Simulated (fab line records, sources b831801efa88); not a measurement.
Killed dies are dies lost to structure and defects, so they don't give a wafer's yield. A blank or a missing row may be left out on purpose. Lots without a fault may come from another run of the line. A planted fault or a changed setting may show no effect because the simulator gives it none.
Which tool did it? | flow gf180mcu | 14 lots, 42 wafers sampled, at 5 steps of a route of 602

WHAT THE GAUGES READ, wafer by wafer
GF_VT_IMPLANT_RS_MEAS_47: measures by four-point-probe.
lot  | measured     | on            | NWELL_RS (ohm/sq)
L201 | day 7 10:44  | film_metro-02 | 488.7 487.4 488.4
L202 | day 8 00:46  | film_metro-02 | 487.5 487.8 488.5
L203 | day 8 04:50  | film_metro-03 | 488.8 487.7 487.8
L205 | day 8 17:08  | film_metro-01 | 488.8 488.9 489.7
L206 | day 8 21:57  | film_metro-02 | 486.5 486.7 487.7
L207 | day 9 06:27  | film_metro-03 | 487.0 488.0 486.3
L209 | day 9 16:55  | film_metro-02 | 486.9 486.3 487.1
L212 | day 10 13:42 | film_metro-01 | 488.7 489.2 490.1
L213 | day 10 23:25 | film_metro-03 | 489.1 490.1 488.7
L214 | day 11 03:42 | film_metro-01 | 487.8 488.3 490.4
L215 | day 11 09:23 | film_metro-02 | 485.7 484.9 486.2
L220 | day 13 02:29 | film_metro-03 | 489.2 489.4 488.2
L221 | day 13 04:35 | film_metro-01 | 490.7 489.4 490.8
L224 | day 14 03:42 | film_metro-03 | 489.4 487.1 486.4

GF_POLY_GATE_THK_MEAS_01.
lot  | measured     | on            | POLY_GATE_CVD_00_THK (nm)
L201 | day 8 08:49  | film_metro-04 | 201.4 201.7 199.8
L202 | day 8 23:12  | film_metro-03 | 201.8 202.6 203.1
L203 | day 9 03:32  | film_metro-04 | 204.1 205.1 204.0
L205 | day 9 17:51  | film_metro-02 | 196.8 198.4 197.7
L206 | day 9 21:11  | film_metro-03 | 206.2 207.2 205.7
L207 | day 10 04:34 | film_metro-02 | 195.9 193.7 195.5
L209 | day 10 18:53 | film_metro-04 | 201.5 200.6 200.2
L212 | day 11 15:37 | film_metro-02 | 200.4 200.9 199.1
L213 | day 11 23:54 | film_metro-03 | 205.7 204.4 206.6
L214 | day 12 05:54 | film_metro-04 | 200.3 201.3 201.7
L215 | day 12 09:39 | film_metro-03 | 203.9 202.2 202.8
L220 | day 14 04:57 | film_metro-04 | 200.4 200.3 200.8
L221 | day 14 08:32 | film_metro-04 | 199.6 201.9 200.4
L224 | day 15 06:14 | film_metro-04 | 202.1 201.8 200.9

GF_HV_LDD_TW_MEAS_23.
lot  | measured     | on            | HV_LDD_2_TW
L201 | day 10 15:14 | film_metro-01 | 1064 1064 1063
L202 | day 11 06:22 | film_metro-03 | 1061 1060 1058
L203 | day 11 11:51 | film_metro-01 | 1052 1051 1057
L205 | day 12 03:27 | film_metro-01 | 1062 1059 1066
L206 | day 12 08:34 | film_metro-01 | 1059 1062 1057
L207 | day 12 14:28 | film_metro-01 | 1063 1059 1065
L209 | day 13 07:17 | film_metro-02 | 1054 1049 1055
L212 | day 14 05:50 | film_metro-03 | 972 978 970
L213 | day 14 13:44 | film_metro-03 | 1062 1053 1064
L214 | day 14 20:35 | film_metro-01 | 975 970 978
L215 | day 15 04:28 | film_metro-02 | 968 969 967
L220 | day 17 00:08 | film_metro-02 | 1051 1055 1053
L221 | day 17 04:32 | film_metro-03 | 1067 1064 1061
L224 | day 18 03:10 | film_metro-02 | 1060 1059 1054

GF_HV_LDD_CD_MEAS_46: target cd 400 nm.
lot  | measured     | on        | cd_nm (nm)
L201 | day 12 04:34 | cd_sem-02 | 401.4 403.1 402.4
L202 | day 12 21:21 | cd_sem-02 | 397.1 397.6 396.5
L203 | day 13 02:41 | cd_sem-01 | 397.8 398.0 396.7
L205 | day 13 20:24 | cd_sem-02 | 403.0 402.3 402.9
L206 | day 14 00:25 | cd_sem-02 | 401.5 399.9 400.7
L207 | day 14 06:58 | cd_sem-02 | 399.9 398.0 401.1
L209 | day 15 00:58 | cd_sem-02 | 398.9 398.5 398.8
L212 | day 16 00:47 | cd_sem-02 | 398.9 399.6 399.7
L213 | day 16 08:35 | cd_sem-02 | 400.0 400.4 398.9
L214 | day 16 15:37 | cd_sem-02 | 402.5 398.2 400.9
L215 | day 17 01:17 | cd_sem-02 | 400.9 400.2 400.3
L220 | day 18 23:23 | cd_sem-02 | 399.1 397.8 399.8
L221 | day 19 03:29 | cd_sem-01 | 398.1 400.4 397.7
L224 | day 20 03:53 | cd_sem-01 | 403.1 403.2 402.3

WHICH TOOL RAN EACH LOT (tool, then ch and the chambers of the sampled wafers, then the start)
lot  | GF_HV_LDD_IMPLANT_21
L201 | implanter-04 ch 0, day 10 14:59
L202 | implanter-04 ch 0, day 11 06:09
L203 | implanter-03 ch 0, day 11 11:37
L205 | implanter-01 ch 0, day 12 03:13
L206 | implanter-03 ch 0, day 12 08:20
L207 | implanter-04 ch 0, day 12 14:14
L209 | implanter-04 ch 0, day 13 07:02
L212 | implanter-04 ch 0, day 14 05:35
L213 | implanter-03 ch 0, day 14 13:29
L214 | implanter-04 ch 0, day 14 20:20
L215 | implanter-04 ch 0, day 15 04:16
L220 | implanter-01 ch 0, day 16 23:53
L221 | implanter-03 ch 0, day 17 04:17
L224 | implanter-04 ch 0, day 18 02:57
- GF_HV_LDD_IMPLANT_21

WHAT THE TOOLS THEMSELVES READ (means of the sampled wafers that have a number; where no wafer has one, the mark that the record gives instead)
GF_HV_LDD_IMPLANT_21.
lot  | tool         | beam_on_s (s) | faraday_current_uA
L201 | implanter-04 | 9.95          | 283
L202 | implanter-04 | 9.94          | 283
L203 | implanter-03 | 9.87          | 285
L205 | implanter-01 | 10.06         | 279
L206 | implanter-03 | 10.00         | 282
L207 | implanter-04 | 9.87          | 286
L209 | implanter-04 | 10.08         | 280
L212 | implanter-04 | 7.62          | 370
L213 | implanter-03 | 10.04         | 281
L214 | implanter-04 | 7.58          | 371
L215 | implanter-04 | 7.70          | 367
L220 | implanter-01 | 10.02         | 281
L221 | implanter-03 | 10.00         | 282
L224 | implanter-04 | 10.05         | 281

THE ANSWER, worked out from the rows above alone
Rule: what is usual is taken from the lots themselves. Put in order of their means at a reading, lots are off if they are a third of the lots or fewer, leave a main group of 4 or more, and stand apart from it by a gap of 3 or more times the standard deviation of the main group's means; of several such gaps the widest counts. A main group whose means are all the same, to the digits that the tables above print for the reading, isn't used. A lot without any number at a reading at which 4 lots or more have one is off too. The other lots that the step has rows for count as sound. The gauges are gone through in route order, then the tools' own readings, and for those a lot's mean is taken as printed above. The first step at which some lot is off is used, and at that step the reading that is off furthest; a lot without a number counts as furthest.
Off: L212, L214, L215, at GF_HV_LDD_TW_MEAS_23 (HV_LDD_2_TW). The main group: mean 1059, standard deviation 4.
A tool fits if, at a process step before that reading, it ran every lot that is off, and no sound lot after the first of them. The gauges at GF_HV_LDD_TW_MEAS_23 aren't tried: what is off there is off at GF_HV_LDD_IMPLANT_21 too, on other tools, and a gauge's error can't cause that. None of those tried fits.

WHAT THE SIMULATOR HAD PUT IN
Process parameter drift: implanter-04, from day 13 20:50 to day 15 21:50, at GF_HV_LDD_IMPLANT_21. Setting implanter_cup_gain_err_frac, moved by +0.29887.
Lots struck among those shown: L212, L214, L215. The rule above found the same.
